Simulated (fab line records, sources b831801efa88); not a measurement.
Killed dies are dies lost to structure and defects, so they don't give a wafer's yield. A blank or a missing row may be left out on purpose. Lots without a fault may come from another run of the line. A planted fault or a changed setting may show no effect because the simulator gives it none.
Which tool did it? | flow sfq_line | 14 lots, 42 wafers sampled, at 4 steps of a route of 325

WHAT THE GAUGES READ, wafer by wafer
SFQ_M8_OVL_MEAS_948.
lot  | measured     | on         | M8_OVL (nm)
L567 | day 84 15:30 | overlay-02 | 7 -3 0
L568 | day 87 00:35 | overlay-01 | 7 3 4
L569 | day 87 02:59 | overlay-01 | 12 12 7
L570 | day 87 04:11 | overlay-01 | -5 0 1
L574 | day 87 13:14 | overlay-01 | - - -
L575 | day 87 15:37 | overlay-01 | - - -
L580 | day 89 02:14 | overlay-01 | 3 12 5
L581 | day 89 16:28 | overlay-01 | 12 11 13
L582 | day 89 22:34 | overlay-02 | -4 -6 0
L583 | day 89 23:45 | overlay-02 | 7 6 12
L584 | day 90 09:50 | overlay-02 | 14 14 9
L585 | day 90 18:05 | overlay-02 | 13 9 17
L586 | day 90 22:53 | overlay-01 | 2 0 9
L590 | day 91 18:05 | overlay-02 | 12 7 12

SFQ_M8_RS_MEAS_949: measures by four-point-probe.
lot  | measured     | on            | M8_AU_RS (ohm/sq)
L567 | day 84 16:19 | film_metro-03 | 0.1545 0.1544 0.1536
L568 | day 87 01:23 | film_metro-02 | 0.1521 0.1535 0.1525
L569 | day 87 03:46 | film_metro-03 | 0.1535 0.1546 0.1540
L570 | day 87 04:59 | film_metro-01 | 0.1510 0.1526 0.1528
L574 | day 87 14:03 | film_metro-01 | 0.1533 0.1550 0.1532
L575 | day 87 16:26 | film_metro-02 | 0.1504 0.1509 0.1517
L580 | day 89 03:02 | film_metro-02 | 0.1546 0.1544 0.1533
L581 | day 89 17:15 | film_metro-01 | 0.1530 0.1539 0.1549
L582 | day 89 23:22 | film_metro-03 | 0.1486 0.1502 0.1517
L583 | day 90 00:32 | film_metro-02 | 0.1511 0.1513 0.1521
L584 | day 90 10:38 | film_metro-01 | 0.1525 0.1510 0.1519
L585 | day 90 18:53 | film_metro-01 | 0.1522 0.1527 0.1528
L586 | day 90 23:40 | film_metro-03 | 0.1497 0.1520 0.1504
L590 | day 91 18:52 | film_metro-01 | 0.1520 0.1523 0.1508

WHICH TOOL RAN EACH LOT (tool, then ch and the chambers of the sampled wafers, then the start)
lot  | SFQ_TRILAYER_M5_BARC_OPEN_METAL_ETCH_161 | SFQ_TRILAYER_C5_LITHO_EXPOSE_152
L567 | rie_metal-03 ch 0,1, day 51 01:14        | krf_scanner-01 ch 0, day 66 13:02
L568 | rie_metal-01 ch 0,1, day 51 03:40        | krf_scanner-01 ch 0, day 66 15:14
L569 | rie_metal-03 ch 0, day 51 09:59          | krf_scanner-02 ch 0, day 66 22:43
L570 | rie_metal-02 ch 0,1, day 51 20:26        | krf_scanner-02 ch 0, day 67 10:55
L574 | rie_metal-01 ch 0,1, day 52 21:16        | krf_scanner-02, day 68 11:38
L575 | rie_metal-01 ch 0,1, day 54 01:37        | krf_scanner-02, day 69 10:14
L580 | rie_metal-03 ch 0,1, day 56 05:04        | krf_scanner-01 ch 0, day 71 01:46
L581 | rie_metal-03 ch 0,1, day 56 21:34        | krf_scanner-02 ch 0, day 71 20:01
L582 | rie_metal-03 ch 0,1, day 56 23:59        | krf_scanner-02 ch 0, day 72 00:01
L583 | rie_metal-03 ch 0,1, day 57 03:44        | krf_scanner-02 ch 0, day 72 02:01
L584 | rie_metal-02 ch 0,1, day 58 07:56        | krf_scanner-02 ch 0, day 73 03:37
L585 | rie_metal-02 ch 1, day 58 09:17          | krf_scanner-02 ch 0, day 73 09:25
L586 | rie_metal-01 ch 0,1, day 58 11:41        | krf_scanner-01 ch 0, day 73 11:44
L590 | rie_metal-01 ch 0,1, day 65 02:13        | krf_scanner-01 ch 0, day 74 17:44
- SFQ_TRILAYER_M5_BARC_OPEN_METAL_ETCH_161: etches BARC in O2, target depth 125 nm, time 41.7 s.
- SFQ_TRILAYER_C5_LITHO_EXPOSE_152: exposes mask C5, target cd 500 nm.

WHAT THE TOOLS THEMSELVES READ (means of the sampled wafers that have a number; where no wafer has one, the mark that the record gives instead)
SFQ_TRILAYER_M5_BARC_OPEN_METAL_ETCH_161.
lot  | tool         | bias_w (W) | drypump_motor_current_A (A) | oes_product_au (a.u.)
L567 | rie_metal-03 | 80.02      | 6.03                        | 0.688
L568 | rie_metal-01 | 80.06      | 6.25                        | 0.685
L569 | rie_metal-03 | 80.12      | 6.10                        | 0.685
L570 | rie_metal-02 | 79.98      | 5.73                        | 0.687
L574 | rie_metal-01 | 79.86      | 6.26                        | 0.684
L575 | rie_metal-01 | 79.82      | 6.28                        | 0.685
L580 | rie_metal-03 | 79.97      | 6.03                        | 0.683
L581 | rie_metal-03 | 79.98      | 6.04                        | 0.680
L582 | rie_metal-03 | 80.06      | 6.05                        | 0.693
L583 | rie_metal-03 | 79.92      | 6.07                        | 0.688
L584 | rie_metal-02 | 80.24      | 6.04                        | 0.683
L585 | rie_metal-02 | 80.09      | 5.43                        | 0.684
L586 | rie_metal-01 | 80.16      | 6.08                        | 0.683
L590 | rie_metal-01 | 80.01      | 6.06                        | 0.685

SFQ_TRILAYER_C5_LITHO_EXPOSE_152.
lot  | tool           | exposure_dose_mJ_cm2 | focus_offset_nm (nm)
L567 | krf_scanner-01 | 21.314               | 0.8
L568 | krf_scanner-01 | 21.291               | -0.2
L569 | krf_scanner-02 | 21.303               | 0.0
L570 | krf_scanner-02 | 21.296               | -0.4
L574 | krf_scanner-02 | -                    | -
L575 | krf_scanner-02 | -                    | -
L580 | krf_scanner-01 | 21.328               | 0.4
L581 | krf_scanner-02 | 21.279               | 0.3
L582 | krf_scanner-02 | 21.308               | -0.4
L583 | krf_scanner-02 | 21.292               | -0.4
L584 | krf_scanner-02 | 21.302               | -0.6
L585 | krf_scanner-02 | 21.296               | 0.1
L586 | krf_scanner-01 | 21.300               | -0.4
L590 | krf_scanner-01 | 21.322               | -0.5

THE ANSWER, worked out from the rows above alone
Rule: what is usual is taken from the lots themselves. Put in order of their means at a reading, lots are off if they are a third of the lots or fewer, leave a main group of 4 or more, and stand apart from it by a gap of 3 or more times the standard deviation of the main group's means; of several such gaps the widest counts. A main group whose means are all the same, to the digits that the tables above print for the reading, isn't used. A lot without any number at a reading at which 4 lots or more have one is off too. The other lots that the step has rows for count as sound. The gauges are gone through in route order, then the tools' own readings, and for those a lot's mean is taken as printed above. The first step at which some lot is off is used, and at that step the reading that is off furthest; a lot without a number counts as furthest.
Off: L574, L575, at SFQ_M8_OVL_MEAS_948 (M8_OVL). Without a number there: L574, L575. The main group: mean 6 nm, standard deviation 5.3.
A tool fits if, at a process step before that reading, it ran every lot that is off, and no sound lot after the first of them. The gauges at SFQ_M8_OVL_MEAS_948 aren't tried: what is off there is off at SFQ_TRILAYER_C5_LITHO_EXPOSE_152 too, on other tools, and a gauge's error can't cause that. None of those tried fits.

WHAT THE SIMULATOR HAD PUT IN
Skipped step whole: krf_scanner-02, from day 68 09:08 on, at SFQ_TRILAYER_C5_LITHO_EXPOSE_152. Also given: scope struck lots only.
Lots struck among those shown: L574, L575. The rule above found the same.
